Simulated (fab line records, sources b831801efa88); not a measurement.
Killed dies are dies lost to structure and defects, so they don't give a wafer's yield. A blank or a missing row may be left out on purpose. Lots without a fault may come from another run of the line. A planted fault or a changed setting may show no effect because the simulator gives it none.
fab line records | flow sfq_line
record lots=5 wafers=15 last_day=81
route steps=325 shown L0V@17 M0@28 I0@43 M1@58 M8@325
lots that met no fault: from a run of the same line without faults
start_h: hours from the record's first day to the start of the lot's first wafer shown | wait_h: hours since the lot's step before | " the same as in the row above | L1.1+2: a row that stands for several wafers | - no value, or no start given | * or withheld: withheld | < > ~ a bound
route shown NAME@n: a module of which the file shows steps, and the number in the route of the first | usual: mean/standard deviation of fault-free wafers | same: alike in all rows | chamber/n: place in a boat | sites: the reading at each site | _std_site: their standard deviation | _edge_site: outer sites' mean less inner sites' | radius_mm: how far each site lies from the wafer's centre | mask NAME#n: copy n | behind: the tool/chamber that last shaped the wafer | hold: why the lot was held/for how many hours/how that ended | device: the transistor (n, p or np) that didn't switch | end of line: the same wafers' tests at the end of the route | a step without rows: its recipe alone | killed: dies lost to structure and defects at the first sort, not the wafer's yield | map: a wafer's dies, x killed, . not, _ none there
set.NAME: the setting as run; set.NAME@STEP: as run at that earlier step | model.NAME: the simulator's own value behind a step, which no gauge read
lots at some steps of the route; a table a step, a row a wafer
services: from which hour (start_h, from the record's first day; less than 0 if before it) a tool's chamber was out of use, for how many hours, and why
## steps
# step SFQ_TRILAYER_L0_VIA_LITHO_COAT_018
# recipe resist=BARC spin_rpm=3000 resist_thk_nm=62
# step SFQ_TRILAYER_L0_VIA_LITHO_COAT_013
# recipe resist=KrF spin_rpm=3000 resist_thk_nm=650
# step SFQ_TRILAYER_L0_VIA_LITHO_SOFTBAKE_017
# recipe temp_c=withheld time_s=withheld resist=KrF
# step SFQ_TRILAYER_L0_VIA_LITHO_EXPOSE_014
# recipe mask_id=L0V na=0.6 source_shape=conventional sigma_outer=0.65 target_cd_nm=700 dose_mj=21.3
# step SFQ_TRILAYER_L0_VIA_LITHO_PEB_016
# recipe peb_temp_c=115 peb_time_s=60 resist=KrF
# step SFQ_TRILAYER_L0_VIA_LITHO_DEVELOP_015
# recipe time_s=60 resist=KrF
# step SFQ_L0V_OVL_MEAS_903
# usual L0V_OVL=2/5.2
# columns lot.wafer tool chamber start_h wait_h L0V_OVL[nm]
L870.1 overlay-01 - 209.41 0.1 7
L870.3 " - " " 9
L870.4 " - " " 5
L878.1 overlay-01 - 261.52 0.1 10
L878.3 " - " " 11
L878.4 " - " " 7
L880.1 overlay-01 - 279.52 0.1 -5
L880.3 " - " " 2
L880.5 " - " " -6
L882.2 overlay-02 - 295.13 0.1 -10
L882.3 " - " " -9
L882.6 " - " " -8
L887.1 overlay-01 - 328.53 0.1 2
L887.2 " - " " 5
L887.4 " - " " -1
# step SFQ_TRILAYER_L0_VIA_BARC_OPEN_VIA_ETCH_021
# recipe mask_material=PR chemistry=O2 target_depth_nm=125 target=BARC source_w=500 bias_w=80 pressure_mtorr=30 time_s=41.7
# usual drypump_motor_current_A=5.7/0.52 oes_product_au=0.685/0.0045
# columns lot.wafer tool chamber start_h wait_h drypump_motor_current_A oes_product_au rf_hours_counter_h
L870.1 rie_diel-01 0 209.45 0.0 4.8 0.686 94
L870.3 " 2 " " 5.5 0.683 46
L870.4 " 3 " " 4.8 0.685 9
L878.1 rie_diel-02 0 261.56 0.0 5.9 0.694 55
L878.3 " 2 " " 5.5 0.686 97
L878.4 " 1 " " 6.4 0.684 -
L880.1 rie_diel-02 2 279.56 0.0 5.5 0.684 97
L880.3 " 0 " " 5.9 0.682 55
L880.5 " 1 " " 6.4 0.691 -
L882.2 rie_diel-03 2 295.16 0.0 5.7 0.681 67
L882.3 " 1 " " 6.4 0.689 2
L882.6 " 1 " " 6.4 0.682 -
L887.1 rie_diel-02 3 328.57 0.0 5.4 0.689 0
L887.2 " 0 " " 5.9 0.674 55
L887.4 " 1 " " 6.4 0.683 24
# step SFQ_TRILAYER_L0_VIA_ETCH_VIA_ETCH_016
# recipe target=SiO2 stop_on=MoNx_KI mask_material=PR chemistry=CHF3 target_depth_nm=80 source_w=500 bias_w=80 pressure_mtorr=30 time_s=withheld
# step SFQ_TRILAYER_L0_VIA_STRIP_STRIP_017
# recipe gas=O2 power_w=200 platen_temp_c=40 overash_fraction=0.65 chemistry=O2 pressure_mtorr=50
# step SFQ_TRILAYER_L0_VIA_STRIP_SOLV_CLEAN_018
# recipe chemistry=NMP temp_c=70 time_s=600
# step SFQ_TRILAYER_M0_DEP_PRE_CLEAN_020
# recipe gas=Ar time_s=15 bias_v=250
# step SFQ_TRILAYER_M0_DEP_SPUTTER_019
# recipe material=Nb base_pressure_pa=1.33e-06 chamber_pressure_pa=0.1333 substrate_temp_c=20 resputter_cathode_voltage_v=400 target_thk_nm=200 power_w=2000 time_s=133.3
# usual cathode_dc_power_W=2000.0/0.37 throttle_valve_pct=30.1/0.65
# columns lot.wafer tool chamber start_h wait_h cathode_dc_power_W throttle_valve_pct model.Nb_of_TRILAYER_M0_DEP_SPUTTER_019.thk_nm
L870.1 pvd_sputter-05 - 210.35 0.0 1998.9 29.9 201.7
L870.3 " - " " 1999.6 30.3 199.8
L870.4 " - " " 2000.0 30.9 198.8
L878.1 pvd_sputter-06 - 262.45 0.0 1999.1 30.7 203.4
L878.3 " - " " 2000.4 29.8 199.7
L878.4 " - " " 1999.1 28.7 199.7
L880.1 pvd_sputter-06 - 280.45 0.0 2083.7 28.8 208.6
L880.3 " - " " 1999.2 30.6 202.6
L880.5 " - " " 1999.6 30.9 201.7
L882.2 pvd_sputter-05 - 296.65 0.0 2000.1 30.2 203.6
L882.3 " - " " 1999.8 30.2 201.5
L882.6 " - " " 1999.5 29.7 203.3
L887.1 pvd_sputter-05 - 329.46 0.0 1999.6 30.0 199.4
L887.2 " - " " 1999.8 30.5 200.4
L887.4 " - " " 1999.3 31.2 198.7
# step SFQ_M0_RS_MEAS_904
# recipe thk_meas_gauge=four-point-probe reads=Nb_of_TRILAYER_M0_DEP_SPUTTER_019
# usual M0_NB_RS=0.889/0.0087
# columns lot.wafer tool chamber start_h wait_h M0_NB_RS[ohm/sq]
L870.1 film_metro-04 - 210.44 0.0 0.883
L870.3 " - " " 0.890
L870.4 " - " " 0.894
L878.1 film_metro-01 - 262.54 0.0 0.873
L878.3 " - " " 0.891
L878.4 " - " " 0.890
L880.1 film_metro-04 - 280.54 0.0 0.854
L880.3 " - " " 0.877
L880.5 " - " " 0.881
L882.2 film_metro-04 - 296.76 0.1 0.873
L882.3 " - " " 0.881
L882.6 " - " " 0.875
L887.1 film_metro-04 - 329.55 0.0 0.892
L887.2 " - " " 0.889
L887.4 " - " " 0.897
# step SFQ_TRILAYER_M0_LITHO_COAT_026
# recipe resist=BARC spin_rpm=3000 resist_thk_nm=62
# step SFQ_TRILAYER_M0_LITHO_COAT_021
# recipe resist=KrF spin_rpm=3000 resist_thk_nm=600
# step SFQ_TRILAYER_M0_LITHO_SOFTBAKE_025
# recipe temp_c=withheld time_s=withheld resist=KrF
# step SFQ_TRILAYER_M0_LITHO_EXPOSE_022
# recipe mask_id=M0 na=0.6 source_shape=conventional sigma_outer=0.65 target_cd_nm=500 dose_mj=14.4
# step SFQ_TRILAYER_M0_LITHO_PEB_024
# recipe peb_temp_c=115 peb_time_s=60 resist=KrF
# step SFQ_TRILAYER_M0_LITHO_DEVELOP_023
# recipe time_s=60 resist=KrF
# step SFQ_M0_OVL_MEAS_906
# usual M0_OVL=-2/6.7
# columns lot.wafer tool chamber start_h wait_h M0_OVL[nm]
L870.1 overlay-01 - 314.13 0.1 3
L870.3 " - " " 3
L870.4 " - " " 1
L878.1 overlay-02 - 373.31 0.1 -11
L878.3 " - " " -8
L878.4 " - " " 5
L880.1 overlay-01 - 394.42 0.1 0
L880.3 " - " " -2
L880.5 " - " " -1
L882.2 overlay-02 - 418.46 0.1 -1
L882.3 " - " " -12
L882.6 " - " " -3
L887.1 overlay-01 - 459.00 0.1 5
L887.2 " - " " 3
L887.4 " - " " 6
# step SFQ_TRILAYER_M0_BARC_OPEN_METAL_ETCH_031
# recipe mask_material=PR chemistry=O2 target_depth_nm=125 target=BARC icp_w=600 bias_w=80 pressure_mtorr=10 time_s=41.7
# step SFQ_TRILAYER_M0_ETCH_METAL_ETCH_024
# recipe target=Nb stop_on=SiO2 mask_material=PR chemistry=Cl2/Ar target_depth_nm=240 icp_w=600 bias_w=80 pressure_mtorr=10 time_s=120
# usual drypump_motor_current_A=6.0/0.4 oes_product_au=0.894/0.0069
# columns lot.wafer tool chamber start_h wait_h drypump_motor_current_A oes_product_au rf_hours_counter_h model.etch.depth_nm model.M0.feature_depth_nm
L870.1 rie_metal-03 0 314.23 0.0 5.7 0.896 18 201.7 201.7
L870.3 " 0 " " 5.7 0.894 - 199.8 199.8
L870.4 " 1 " " 6.3 0.887 - 198.8 198.8
L878.1 rie_metal-02 0 373.41 0.0 6.4 0.904 94 203.4 203.4
L878.3 " 1 " " 6.2 0.898 - 199.7 199.7
L878.4 " 0 " " 6.4 0.899 - 199.7 199.7
L880.1 rie_metal-02 0 394.51 0.0 6.4 0.921 97 208.6 208.6
L880.3 " 0 " " 6.4 0.900 - 202.6 202.6
L880.5 " 0 " " 6.4 0.896 - 201.7 201.7
L882.2 rie_metal-04 1 418.55 0.0 5.8 0.904 41 203.6 203.6
L882.3 " 1 " " 5.9 0.888 - 201.5 201.5
L882.6 " 1 " " 5.8 0.896 - 203.3 203.3
L887.1 rie_metal-03 0 459.09 0.0 5.7 0.902 34 199.4 199.4
L887.2 " 1 " " 6.3 0.898 23 200.4 200.4
L887.4 " 1 " " 6.3 0.893 - 198.7 198.7
# step SFQ_TRILAYER_M0_STRIP_STRIP_025
# recipe gas=O2 power_w=200 platen_temp_c=40 overash_fraction=0.65 chemistry=O2 pressure_mtorr=50
# usual drypump_motor_current_A=6.0/0.4 oes_product_au=1.002/0.0078
# columns lot.wafer tool chamber start_h wait_h drypump_motor_current_A oes_product_au rf_hours_counter_h
L870.1 rie_metal-03 0 314.35 0.1 5.8 1.009 18
L870.3 " 0 " " 5.8 1.000 -
L870.4 " 1 " " 6.3 0.989 -
L878.1 rie_metal-02 0 373.54 0.1 6.4 1.009 94
L878.3 " 1 " " 6.2 0.995 -
L878.4 " 0 " " 6.4 1.004 -
L880.1 rie_metal-02 0 394.64 0.1 6.4 1.000 97
L880.3 " 0 " " 6.4 1.008 -
L880.5 " 0 " " 6.3 0.995 -
L882.2 rie_metal-04 1 418.68 0.1 5.8 1.012 41
L882.3 " 1 " " 5.8 1.016 -
L882.6 " 1 " " 5.8 1.012 -
L887.1 rie_metal-03 0 459.22 0.1 5.7 1.009 35
L887.2 " 1 " " 6.3 0.984 23
L887.4 " 1 " " 6.3 0.985 -
# step SFQ_TRILAYER_M0_STRIP_SOLV_CLEAN_026
# recipe chemistry=NMP temp_c=70 time_s=600
# step SFQ_TRILAYER_I0_DEP_PECVD_027
# recipe material=SiO2 temp_c=150 time_s=111.11 pressure_torr=2.4 rf_w=183.3 precursor=SiH4/N2O target_thk_nm=500
# step SFQ_TRILAYER_I0_CMP_CMP_028
# recipe material=SiO2 down_force_psi=3 platen_rpm=60 pad_velocity_m_s=0.94248
# usual motor_current_A=10.1/1.2 time_to_endpoint_s=217/7.9
# columns lot.wafer tool chamber start_h wait_h motor_current_A time_to_endpoint_s
L870.1 cmp-02 3 319.58 4.4 7.7 209
L870.4 " 0 " " 11.1 211
L870.3 " 2 321.08 5.9 10.1 217
L878.3 cmp-01 1 376.59 2.2 10.0 211
L878.4 " 2 " " 11.0 217
L878.1 " 3 " " 11.1 218
L880.3 cmp-02 0 395.49 0.0 10.8 212
L880.1 " 2 396.49 1.0 10.0 220
L880.5 " 1 397.99 2.5 11.4 229
L882.2 cmp-02 3 423.67 4.2 7.6 213
L882.3 " 0 " " 10.5 200
L882.6 " 3 425.67 6.1 7.7 212
L887.2 cmp-02 2 460.07 0.0 10.2 215
L887.4 " 3 " " 7.5 215
L887.1 " 1 461.57 1.5 11.1 217
# step SFQ_I0_BOW_MEAS_907
# recipe mode=bow
# usual I0_BOW=1/7.1
# columns lot.wafer tool chamber start_h wait_h I0_BOW[um]
L870.1 film_metro-02 - 322.58 2.5 -11
L870.3 " - " " 3
L870.4 " - " " -1
L878.1 film_metro-03 - 379.09 1.0 -16
L878.3 " - " " -1
L878.4 " - " " 8
L880.1 film_metro-02 - 398.49 1.5 4
L880.3 " - " " 16
L880.5 " - " " -16
L882.2 film_metro-02 - 426.19 2.0 14
L882.3 " - " " 1
L882.6 " - " " 1
L887.1 film_metro-03 - 463.07 1.0 13
L887.2 " - " " 6
L887.4 " - " " 2
# step SFQ_TRILAYER_I0_METRO_MEASURE_029
# usual thk_nm=200.0/1.1
# columns lot.wafer tool chamber start_h wait_h thk_nm
L870.1 film_metro-02 - 322.70 0.1 199.4
L870.3 " - " " 201.7
L870.4 " - " " 199.4
L878.1 film_metro-03 - 379.21 0.1 200.2
L878.3 " - " " 200.4
L878.4 " - " " 199.2
L880.1 film_metro-02 - 398.61 0.1 201.3
L880.3 " - " " 198.9
L880.5 " - " " 200.3
L882.2 film_metro-02 - 426.49 0.3 198.7
L882.3 " - " " 199.9
L882.6 " - " " 200.6
L887.1 film_metro-03 - 463.19 0.1 201.1
L887.2 " - " " 202.5
L887.4 " - " " 200.9
# step SFQ_TRILAYER_I0_VIA_LITHO_COAT_036
# recipe resist=BARC spin_rpm=3000 resist_thk_nm=62
# step SFQ_TRILAYER_I0_VIA_LITHO_COAT_031
# recipe resist=KrF spin_rpm=3000 resist_thk_nm=650
# step SFQ_TRILAYER_I0_VIA_LITHO_SOFTBAKE_035
# recipe temp_c=withheld time_s=withheld resist=KrF
# step SFQ_TRILAYER_I0_VIA_LITHO_EXPOSE_032
# recipe mask_id=I0 na=0.6 source_shape=conventional sigma_outer=0.65 target_cd_nm=500 dose_mj=21.3
# step SFQ_TRILAYER_I0_VIA_LITHO_PEB_034
# recipe peb_temp_c=115 peb_time_s=60 resist=KrF
# step SFQ_TRILAYER_I0_VIA_LITHO_DEVELOP_033
# recipe time_s=60 resist=KrF
# step SFQ_I0_OVL_MEAS_908
# usual I0_OVL=-1/5.2
# columns lot.wafer tool chamber start_h wait_h I0_OVL[nm]
L870.1 overlay-01 - 449.66 0.1 -1
L870.3 " - " " -1
L870.4 " - " " 7
L878.1 overlay-01 - 520.95 0.1 -2
L878.3 " - " " -1
L878.4 " - " " 2
L880.1 overlay-02 - 538.95 0.1 0
L880.3 " - " " -5
L880.5 " - " " 1
L882.2 overlay-02 - 555.75 0.1 -6
L882.3 " - " " -5
L882.6 " - " " -3
L887.1 overlay-02 - 603.44 0.1 3
L887.2 " - " " -1
L887.4 " - " " -2
# step SFQ_TRILAYER_I0_VIA_BARC_OPEN_VIA_ETCH_046
# recipe mask_material=PR chemistry=O2 target_depth_nm=125 target=BARC source_w=500 bias_w=80 pressure_mtorr=30 time_s=41.7
# step SFQ_TRILAYER_I0_VIA_ETCH_VIA_ETCH_034
# recipe target=SiO2 stop_on=Nb mask_material=PR taper_deg=20 chemistry=CHF3 target_depth_nm=260 source_w=500 bias_w=80 pressure_mtorr=30 time_s=withheld
# usual drypump_motor_current_A=5.6/0.56 oes_product_au=0.855/0.0052
# columns lot.wafer tool chamber start_h wait_h drypump_motor_current_A oes_product_au
L870.1 rie_diel-03 3 449.73 0.0 6.2 0.848
L870.3 " 0 " " 5.3 0.863
L870.4 " 1 " " 6.4 0.859
L878.1 rie_diel-01 3 521.02 0.0 4.8 0.851
L878.3 " 1 " " 5.9 0.848
L878.4 " 1 " " 5.9 0.854
L880.1 rie_diel-04 0 539.02 0.0 6.2 0.867
L880.3 " 1 " " 5.3 0.847
L880.5 " 0 " " 6.2 0.862
L882.2 rie_diel-03 3 555.82 0.0 6.2 0.861
L882.3 " 2 " " 5.7 0.850
L882.6 " 2 " " 5.7 0.861
L887.1 rie_diel-04 3 603.52 0.0 6.4 0.858
L887.2 " 0 " " 6.2 0.850
L887.4 " 2 " " 5.5 0.847
# step SFQ_TRILAYER_I0_VIA_STRIP_STRIP_035
# recipe gas=O2 power_w=200 platen_temp_c=40 overash_fraction=0.65 chemistry=O2 pressure_mtorr=50
# step SFQ_TRILAYER_I0_VIA_STRIP_SOLV_CLEAN_036
# recipe chemistry=NMP temp_c=70 time_s=600
# step SFQ_TRILAYER_M1_DEP_PRE_CLEAN_038
# recipe gas=Ar time_s=22.5 bias_v=250
# step SFQ_M8_BOW_MEAS_951
# recipe mode=bow
# usual M8_BOW=6/12
# columns lot.wafer tool chamber start_h wait_h M8_BOW[um] model.etest.m0.ohm_um model.etest.m0.ohm_sq model.etest.i0.link_ohm
L870.1 film_metro-04 - 1847.46 0.0 4 1.764 0.8816 1.972
L870.3 " - " " 17 1.782 0.8903 1.99
L870.4 " - " " 15 1.8 0.8947 1.982
L878.1 film_metro-02 - 1899.85 0.0 6 1.766 0.8746 1.95
L878.3 " - " " 21 1.789 0.8907 1.951
L878.4 " - " " 29 1.792 0.8904 1.953
L880.1 film_metro-04 - 1905.85 0.0 -5 1.725 0.8526 1.928
L880.3 " - " " 8 1.77 0.878 1.957
L880.5 " - " " -26 1.778 0.8817 1.957
L882.2 film_metro-02 - 1929.74 0.0 32 1.749 0.8736 1.93
L882.3 " - " " 18 1.768 0.8827 1.947
L882.6 " - " " 17 1.748 0.8749 1.935
L887.1 film_metro-03 - 1948.50 0.0 4 1.781 0.892 1.975
L887.2 " - " " -5 1.774 0.8873 1.961
L887.4 " - " " -8 1.79 0.8952 1.97
## services
# columns tool chamber start_h hours kind
film_metro-02 - 192.18 0.7 pm
pvd_sputter-05 - 217.91 3.3 repair
rie_metal-03 0 218.62 7.1 repair
rie_metal-03 - 221.62 0.5 repair
cmp-02 - 233.14 4.0 pm
film_metro-02 - 241.39 1.7 pm
rie_diel-03 0 247.52 5.5 repair
cmp-02 - 270.23 4.9 repair
pvd_sputter-05 - 271.58 3.3 repair
rie_diel-03 - 288.19 0.4 repair
cmp-02 - 296.15 5.4 pm
rie_metal-03 - 332.40 2.8 pm
rie_metal-03 - 335.15 1.4 pm
rie_metal-03 1 335.28 2.1 repair
cmp-02 - 373.75 1.9 repair
rie_metal-03 - 375.93 0.9 repair
rie_metal-03 - 403.60 28.1 pm
cmp-02 - 435.17 3.4 pm
rie_metal-02 1 452.49 1.7 repair
rie_metal-03 - 476.04 0.2 repair
rie_metal-02 - 478.45 0.3 repair
cmp-02 - 488.53 7.5 pm
cmp-02 - 553.15 1.4 repair
cmp-02 - 576.12 4.0 pm
## key
first_sign step=SFQ_TRILAYER_M0_DEP_SPUTTER_019 reading=cathode_dc_power_W direction=up sigmas=99+ usual=2000.0 struck=2083.7
effect step=SFQ_M0_RS_MEAS_904 reading=M0_NB_RS direction=down sigmas=4 usual=0.889 struck=0.854
effect step=SFQ_TRILAYER_M0_ETCH_METAL_ETCH_024 reading=oes_product_au direction=up sigmas=3.9 usual=0.894 struck=0.921
model_effect step=SFQ_TRILAYER_M0_DEP_SPUTTER_019 value=Nb_of_TRILAYER_M0_DEP_SPUTTER_019.thk_nm without=200.3 struck=208.6
model_effect step=SFQ_TRILAYER_M0_ETCH_METAL_ETCH_024 value=etch.depth_nm without=200.3 struck=208.6
model_effect step=SFQ_M8_BOW_MEAS_951 value=etest.m0.ohm_um without=1.797 struck=1.725
met_at SFQ_TRILAYER_M0_DEP_SPUTTER_019
struck_wafers L880.1
onset_between 262.45 280.45
fault kind=process_parameter_drift tool=pvd_sputter-06 chamber=- onset_h=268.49 steps=SFQ_TRILAYER_M0_DEP_SPUTTER_019 channel=power_w offset=83.482 shape=step end_h=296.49 acts_in=these_recipes_only stated=2000 scope=struck_wafers_only
